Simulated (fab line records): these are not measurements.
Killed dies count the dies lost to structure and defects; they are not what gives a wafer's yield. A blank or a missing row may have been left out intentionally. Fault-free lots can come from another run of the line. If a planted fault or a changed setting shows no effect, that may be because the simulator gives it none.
Matching of chambers    flow gf180mcu    cmp-02 running GF_V2_CMP_04: 4 sister chambers
The step polishes SiO2. 20 wafers are shown with their chamber, then 10 later ones without.

== WAFERS, EACH WITH ITS CHAMBER ==
wafer   chamber  motor-current-A (A)  time-to-endpoint-s (s)  head-pressure-psi (psi)
L311.1  3        11.8                 86                      3.986
L311.3  2        15.0                 80                      3.975
L311.5  2        13.8                 90                      3.986
L315.1  3        12.6                 91                      4.007
L315.2  0        12.5                 81                      4.006
L315.6  1        13.9                 87                      4.001
L316.2  2        14.1                 82                      3.999
L316.5  3        11.8                 85                      4.001
L316.6  2        14.0                 86                      3.999
L317.2  1        14.3                 74                      3.996
L317.4  3        12.2                 87                      3.993
L317.6  3        12.7                 89                      3.986
L318.2  2        13.8                 86                      4.004
L318.4  1        14.5                 80                      4.001
L318.5  3        12.3                 82                      4.004
L323.1  1        13.8                 80                      3.994
L323.2  0        12.4                 74                      3.987
L323.3  2        14.0                 79                      3.987
L324.2  1        14.0                 70                      3.991
L324.3  2        14.2                 86                      3.995

SIGNATURES (means of the wafers above)
reading             chamber 0  chamber 1  chamber 2  chamber 3  scatter within a chamber
motor-current-A     12.450     14.100     14.129     12.233     0.362
time-to-endpoint-s  77.50      78.20      84.14      86.67      4.58
head-pressure-psi   3.99650    3.99660    3.99214    3.99617    0.00894
Rule: a wafer lies at a distance from a chamber equal to the root of the sum of squares, over the readings, of (its reading less the chamber's mean, divided by the reading's scatter). The wafer belongs to the nearest chamber; if the next one is less than 2 further off, it can't be placed. The scatter: the root of (the sum of the squares of (reading less its chamber's mean) over the shown wafers, divided by (wafers less chambers)).

== WAFERS MISSING THEIR CHAMBER ==
wafer   motor-current-A (A)  time-to-endpoint-s (s)  head-pressure-psi (psi)
L324.6  14.4                 79                      3.983
L331.1  12.4                 71                      3.999
L331.2  14.5                 73                      3.997
L331.4  12.3                 83                      3.986
L333.2  14.2                 68                      3.992
L333.4  13.7                 76                      3.986
L333.6  13.5                 82                      3.982
L334.1  11.9                 82                      3.984
L334.3  13.0                 79                      4.010
L334.4  14.0                 84                      3.999

== EACH ONE'S CHAMBER ==
wafer   from the rows above                in truth
L324.6  can't be placed: 2 or 1            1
L331.1  0                                  0
L331.2  can't be placed: 1 or 2            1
L331.4  can't be placed: 3 or 0            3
L333.2  can't be placed: 1 or 2            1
L333.4  can't be placed: 1 or 2 or 0       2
L333.6  can't be placed: 2 or 1 or 0 or 3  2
L334.1  can't be placed: 3 or 0            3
L334.3  can't be placed: 0 or 3 or 1 or 2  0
L334.4  can't be placed: 2 or 1            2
Correct placement for 1 of the 10. Can't be placed from these rows: 9 (the true chamber is among the candidates in 9). 0 placed wrongly.
